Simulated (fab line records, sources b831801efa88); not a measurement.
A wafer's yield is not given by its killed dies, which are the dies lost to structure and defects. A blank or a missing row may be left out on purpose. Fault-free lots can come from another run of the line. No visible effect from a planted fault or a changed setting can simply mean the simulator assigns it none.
The same fault as seen by 2 desks | flow sky130 | each desk holds nothing but its own numbers, with what lay behind them at the end

FROM THE METROLOGY DESK
Lot by lot, what the gauges showed, no matter which tool ran the lot: averages of those sampled wafers that carry a number. If a lot's mean is further than 4 standard deviations from the usual mean, the lot is out of limits and carries the mark OUT (the distance appears in the brackets).
Columns: A = SD_P_OVL at SKY_SD_P_OVL_MEAS_08, usual -0.5 nm; B = METAL2_ALCU_THK at SKY_METAL2_THK_MEAS_06, usual 252.8 nm
lot  | first seen here | A    | B
L209 | day 26 06:17    | -2.1 | 256.7
L210 | day 26 14:44    | -1.4 | 252.8
L212 | day 27 00:10    | -1.0 | 249.7
L213 | day 27 12:01    | 0.3  | 254.1
L214 | day 28 08:30    | 0.4  | 249.1
L216 | day 28 10:54    | -0.6 | 252.8
L221 | day 30 02:08    | -0.2 | 254.7
L222 | day 30 09:53    | 1.4  | 254.8
L223 | day 30 14:52    | -2.7 | 257.7
L228 | day 32 03:11    | -1.8 | 251.0
L229 | day 32 06:38    | -1.0 | 257.2
L231 | day 32 16:38    | 2.5  | 254.9
L232 | day 33 00:45    | 0.4  | 252.7
This desk's finding: nothing out of limits on any of the 13 lots.

THE TOOL OWNER'S DESK: rie-diel-01
The tool's own readings at SKY_METAL4_ETCH_17 (etches SiO2 in C4F8/O2/Ar, stops on TiN, time 3.9 s, target depth 15 nm): means of the sampled wafers that have a number, for each lot that ran on this tool. If a lot's mean is further than 4 standard deviations from the usual mean, the lot is out of limits and carries the mark OUT (the distance appears in the brackets).
Columns: A = oes-product-au at SKY_METAL4_ETCH_17, usual 0.757 a.u.
lot  | first seen here | A
L209 | day 42 09:39    | 0.762
L221 | day 45 11:54    | 0.750
L222 | day 45 16:36    | 0.778
L223 | day 45 17:33    | 0.743
L229 | day 47 05:04    | 0.758
This desk's finding: nothing out of limits on any of the 5 lots.

TAKEN TOGETHER
The metrology desk saw nothing out of limits.
The desk of the tool owner found nothing out of limits.

WHAT HAD BEEN PUT IN BY THE SIMULATOR
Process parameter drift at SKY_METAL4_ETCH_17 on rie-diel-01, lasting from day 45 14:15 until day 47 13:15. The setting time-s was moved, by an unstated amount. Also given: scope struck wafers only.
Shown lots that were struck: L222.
